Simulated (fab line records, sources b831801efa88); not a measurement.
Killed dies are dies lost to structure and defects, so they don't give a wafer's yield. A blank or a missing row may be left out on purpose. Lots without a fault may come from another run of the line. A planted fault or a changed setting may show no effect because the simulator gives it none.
Problem report in the 8D (eight disciplines) form, filled by code | flow gf180mcu | the parts of the form that need people (team, actions taken, sign-off) are left out

1. THE PROBLEM
STI_CVD_23_THK at GF_STI_THK_MEAS_24 reads a mean of 544 nm on 1 wafer of 1 lot; wafers without a fault read 651 nm with a standard deviation of 6.6. That is -16 standard deviations from the usual mean.
First seen on wafer L639.6, day 5 04:10, on film_metro-03. The record holds 33 wafers of 11 lots with a number at this step. Rule for "out", or "out of limits": more than 4 standard deviations from the usual mean. The other wafers with a number count as sound.

2. WHAT IT IS AND WHAT IT IS NOT
question                    | is               | is not
which readings at this step | STI_CVD_23_THK   | -
which lots                  | L639             | L625, L626, L627, L628, L630, L634, L635, L636, L637, L641
which wafers of those lots  | L639.6           | L639.1, L639.4
read on which gauges        | film_metro-03    | film_metro-01, film_metro-02
when                        | from day 5 04:10 | up to then (29 sound wafers); but 3 sound wafers of L641 came after

3. SUSPECTS, AND WHAT RULES EACH OUT
Counting: a tool at a process step up to the reading stays a suspect if it ran every lot that is out. Sound lots after the first of them don't rule it out here, since some wafers of a struck lot are sound.
- the gauge at GF_STI_THK_MEAS_24: ruled out. All the wafers that are out were read on film_metro-03, but those of them that GF_STI_CMP_25 has rows for are out there too, on other tools.
- hdpcvd-02 at GF_STI_CVD_23 (deposits SiO2, target thk 650 nm, time 108.3 s): kept. It ran the lot that is out, L639 (day 5 04:06); its last sound lot up to then is L637 (day 4 16:55).
- Within hdpcvd-02 at GF_STI_CVD_23: the wafers that are out ran in chamber 1; their sound lot-mates ran in chamber 0.
Left after counting: hdpcvd-02 at GF_STI_CVD_23.

4. THE CAUSE (what the simulator had put in)
Process parameter drift: hdpcvd-02, from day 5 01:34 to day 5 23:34, at GF_STI_CVD_23. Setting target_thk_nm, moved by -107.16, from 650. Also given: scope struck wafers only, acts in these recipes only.
Counting left only this tool.

5. THE CHAIN OF EFFECTS, in route order
Each row: a reading whose mean over the struck wafers that have a number lies more than 3 standard deviations from the usual. Only readings for which the record gives a usual standard deviation are gone through. hours: the time from each lot's start at the first step in this table that gives one to its start at this step, as a median over the lots. sigmas: the change in usual standard deviations.
hours | step               | reading            | usual  | on struck wafers | change | sigmas
0     | GF_STI_THK_MEAS_24 | STI_CVD_23_THK     | 651 nm | 544              | -107   | -16
0     | GF_STI_CMP_25      | time_to_endpoint_s | 122 s  | 103              | -19    | -5.6
The process steps in it:
- GF_STI_CMP_25: polishes, stops on Si3N4, t overpolish 33 s, target thk 524.6 nm.
Later measuring or inspecting steps at which every struck wafer that the step has a row for has a number for every such reading, and none has moved that far: GF_DUAL_GATE_THK_MEAS_03.

6. WHAT WOULD HAVE CAUGHT IT SOONER
In this record the first reading out of limits at a measuring or inspecting step was taken at day 5 04:10, 3 hours after the fault began at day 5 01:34.
Of the tool readings at GF_STI_CVD_23 for which the record gives a usual standard deviation, none was out on any struck wafer, so an alarm limit of 4 standard deviations on them would not have fired.
All the lots that are out (1) had begun GF_STI_CVD_23 on hdpcvd-02 by day 5 04:10. A hold on the tool at that time would have spared none of them.
